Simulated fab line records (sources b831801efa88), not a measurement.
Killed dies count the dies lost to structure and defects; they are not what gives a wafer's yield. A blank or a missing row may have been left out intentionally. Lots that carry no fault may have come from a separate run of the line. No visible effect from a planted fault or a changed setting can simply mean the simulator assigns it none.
Comparing a struck lot with a sound one :: flow sky130 :: 43 out of 708 route steps
Sound: wafers L972.1, L972.3, L972.6. Struck: wafer L961.1 (L961.2, L961.5, from the same lot, were not struck and are left out); the cause is given at the end.
For every step that has rows: the tool of each side, followed by ch and its chambers, followed by its first start. Under that, the readings that differ: sound wafers :: struck wafers :: difference of the means :: sigmas: that difference in standard deviations of wafers without a fault.
alike: words and numbers the same on both sides, and readings whose means are apart by under 2 such deviations; not compared: readings that were withheld, readings missing a value for some wafer, numbers with overlapping values and no deviation given by the record, and bounds like >300 which may hide the same value.
Wherever a step has rows on one side only, a row that says differs or no value, or a row with sigmas, the two part there. Non-overlapping numbers with no deviation appear without sigmas and do not part them. Lack of a reading on every wafer of one side parts them only where that side has two or more wafers.

first, 3 steps without rows for these wafers: SKY_VIA3_EXPOSE_09 (exposes mask VIM3, target cd 200 nm); SKY_VIA3_PEB_10; SKY_VIA3_DEVELOP_11 (develop time 60 s).
SKY_VIA3_CD_MEAS_12: the cd target is 200 nm.
  sound on cd-sem-01 at day 45 20:43; struck on cd-sem-01 at day 43 01:04
reading: cd-nm (nm)
sound: 199.2 198.3 199.2
struck: 202.4
difference: +3.5
sigmas: +2
SKY_VIA3_OVL_MEAS_13:
  sound on overlay-02 at day 45 20:50; struck on overlay-01 at day 43 01:11
  alike: VIA3_OVL
then, 7 steps without rows for these wafers: SKY_VIA3_ETCH_14 (etches BARC in N2/H2, stops on SiO2, time 45.9 s, target depth 60 nm); SKY_VIA3_ETCH_15 (etches SiO2 in C4F8/O2/Ar, stops on TiN, target depth 507 nm, time 78 s); SKY_VIA3_STRIP_16 (strips in O2/N2); SKY_VIA3_STRIP_17 (strips in post etch residue remover, time 1200 s); SKY_VIA3_CLEAN_18 (cleans in IPA, time 180 s); SKY_VIA3_CLEAN_19 (cleans in O3/DIW); SKY_VIA3_SPUTTER_20 (material TiN, target thk 20 nm, time 80 s).
SKY_VIA3_CVD_21: deposits W, target thk 390 nm, time 117.31 s.
  sound on cvd-w-01 ch 0,1, day 45 21:41; struck on cvd-w-02 ch 1, day 43 01:58
  alike: heater-power-w
SKY_VIA3_RS_MEAS_22: measures by four-point-probe.
  sound on film-metro-01 at day 45 21:49; struck on film-metro-01 at day 43 02:05
  alike: VIA3_W_RS
SKY_VIA3_THK_MEAS_23: measures by xrf.
  sound on film-metro-01 at day 45 21:56; struck on film-metro-01 at day 43 02:13
  alike: VIA3_W_THK
SKY_VIA3_CMP_24: polishes, stops on SiO2, t overpolish 20 s, target thk 0 nm.
  sound on cmp-01 ch 0,3, day 45 21:59; struck on cmp-02 ch 0, day 43 02:19
reading: head-pressure-psi (psi)
sound: 3.486 3.479 3.497
struck: 3.505
difference: +0.018
sigmas: +2
  alike: motor-current-A, overpolish-run-s, time-to-endpoint-s
SKY_METAL4_SPUTTER_00: material Ti, target thk 15 nm, time 10 s.
  sound on pvd-sputter-03 at day 45 22:17; struck on pvd-sputter-01 at day 43 02:34
  alike: throttle-valve-pct
SKY_METAL4_SPUTTER_01: material TiN, target thk 20 nm, time 16.7 s.
  sound on pvd-sputter-03 at day 45 22:19; struck on pvd-sputter-01 at day 43 02:36
  alike: throttle-valve-pct
SKY_METAL4_SPUTTER_02: material AlCu, target thk 735 nm, time 39.64 s.
  sound on pvd-sputter-03 at day 45 22:20; struck on pvd-sputter-01 at day 43 02:37
  alike: throttle-valve-pct
then, 3 steps without rows for these wafers: SKY_METAL4_SPUTTER_03 (material Ti, target thk 5 nm, time 3.3 s); SKY_METAL4_SPUTTER_04 (material TiN, target thk 70 nm, time 58.3 s); SKY_CAP2M_CVD_00 (deposits SiO2, target thk 15.5 nm).
SKY_CAP2M_THK_MEAS_01:
  sound on film-metro-01 at day 45 22:28; struck on film-metro-03 at day 43 02:46
  alike: CAP2M_CVD_00_THK
then, 1 step without rows for these wafers: SKY_CAP2M_SPUTTER_02 (material TiN, target thk 200 nm, time 166.7 s).
SKY_CAP2M_RS_MEAS_03: measures by four-point-probe.
  sound on film-metro-02 at day 45 22:38; struck on film-metro-01 at day 43 02:56
  alike: CAP2M_TIN_RS
SKY_CAP2M_THK_MEAS_04: measures by xrf.
  sound on film-metro-02 at day 45 22:45; struck on film-metro-01 at day 43 03:03
  alike: CAP2M_TIN_THK
then, 7 steps without rows for these wafers: SKY_CAP2M_DEHYDRATE_05 (time 60 s); SKY_CAP2M_HMDS_06 (prime time 60 s); SKY_CAP2M_COAT_07 (resist thk 1140 nm); SKY_CAP2M_SOFTBAKE_08 (time 60 s); SKY_CAP2M_EXPOSE_09 (exposes mask CAP2M, target cd 1000 nm); SKY_CAP2M_PEB_10; SKY_CAP2M_DEVELOP_11 (develop time 60 s).
SKY_CAP2M_OVL_MEAS_12:
  sound on overlay-02 at day 46 19:55; struck on overlay-02 at day 44 02:34
  alike: CAP2M_OVL
then, 1 step without rows for these wafers: SKY_CAP2M_METAL_ETCH_13 (etches TiN in Cl2/BCl3, stops on SiO2, target depth 220 nm, time 62.9 s).
SKY_CAP2M_STRIP_14: strips in O2/N2.
  sound on plasma-asher-04 ch 0, day 46 20:01; struck on plasma-asher-03 ch 0, day 44 02:41
reading: strip-time-to-endpoint-s (s)
sound: 12.55 12.62 12.56
struck: 12.76
difference: +0.18
sigmas: +4
  alike: drypump-motor-current-A, oes-product-au
  not compared: rf-hours-counter-h
then, 6 steps without rows for these wafers: SKY_CAP2M_STRIP_15 (strips in post etch residue remover, time 1200 s); SKY_CAP2M_CLEAN_16 (cleans in IPA, time 180 s); SKY_CAP2M_CLEAN_17 (cleans in O3/DIW); SKY_METAL4_DEHYDRATE_05 (time 60 s); SKY_METAL4_HMDS_06 (prime time 60 s); SKY_METAL4_COAT_07 (resist thk 59.38 nm).
-- the record jumps here: 5 days lie between the struck wafers' starts before and after (it left off in module METAL4 and takes up again in module PAD_OPEN, whose first step shown is number 708 of the route) --
SKY_PAD_OPEN_PROBE_99:
  sound on prober-01 at day 51 01:50; struck on prober-01 at day 48 22:02
reading: defect-limited-yield (%)
sound: 83.3 83.9 81.5
struck: 75.8
difference: -7.1
sigmas: -4

reading: killed_at_M0_to_M3
sound: 43 39 41
struck: 78
difference: +37
sigmas: +5

reading: killed-dies
sound: 82 79 91
struck: 119
difference: +35
sigmas: +4

reading: killed-on-rim
sound: 14 9 22
struck: 30
difference: +15
sigmas: +4

reading: sort_bin_3_pad_short (%)
sound: 0.6 0.4 0.8
struck: 2.8
difference: +2.2
sigmas: +5

reading: sort_bin_5_function (%)
sound: 10.4 11.8 9.1
struck: 14.6
difference: +4.2
sigmas: +3

reading: sort-n-pass
sound: 408 413 401
struck: 372
difference: -35
sigmas: -4

reading: sort-yield-pct (%)
sound: 82.9 83.9 81.5
struck: 75.6
difference: -7.2
sigmas: -4

reading: model.etest.tester.sort-n-pass
sound: 408 413 401
struck: 372
difference: -35
sigmas: 

reading: model.etest.tester.sort-yield-pct (%)
sound: 82.93 83.94 81.5
struck: 75.61
difference: -7.18
sigmas: 

reading: model.etest.tester.sort_bin_5_pct (%)
sound: 10.37 11.79 9.146
struck: 14.63
difference: +4.19
sigmas: 

reading: model.etest.tester.sort_bin_3_pct (%)
sound: 0.6098 0.4065 0.813
struck: 2.846
difference: +2.236
sigmas: 
  alike: killed_at_M4_up, killed-at-contacts, killed-at-front-end, killed-at-other, killed-open, killed-short, sort_bin_6_memory, sort_bin_8_speed

WHERE THEY PART
At SKY_VIA3_CD_MEAS_12 first; at SKY_PAD_OPEN_PROBE_99 last (within this record only).

WHY: the cause the simulator had injected
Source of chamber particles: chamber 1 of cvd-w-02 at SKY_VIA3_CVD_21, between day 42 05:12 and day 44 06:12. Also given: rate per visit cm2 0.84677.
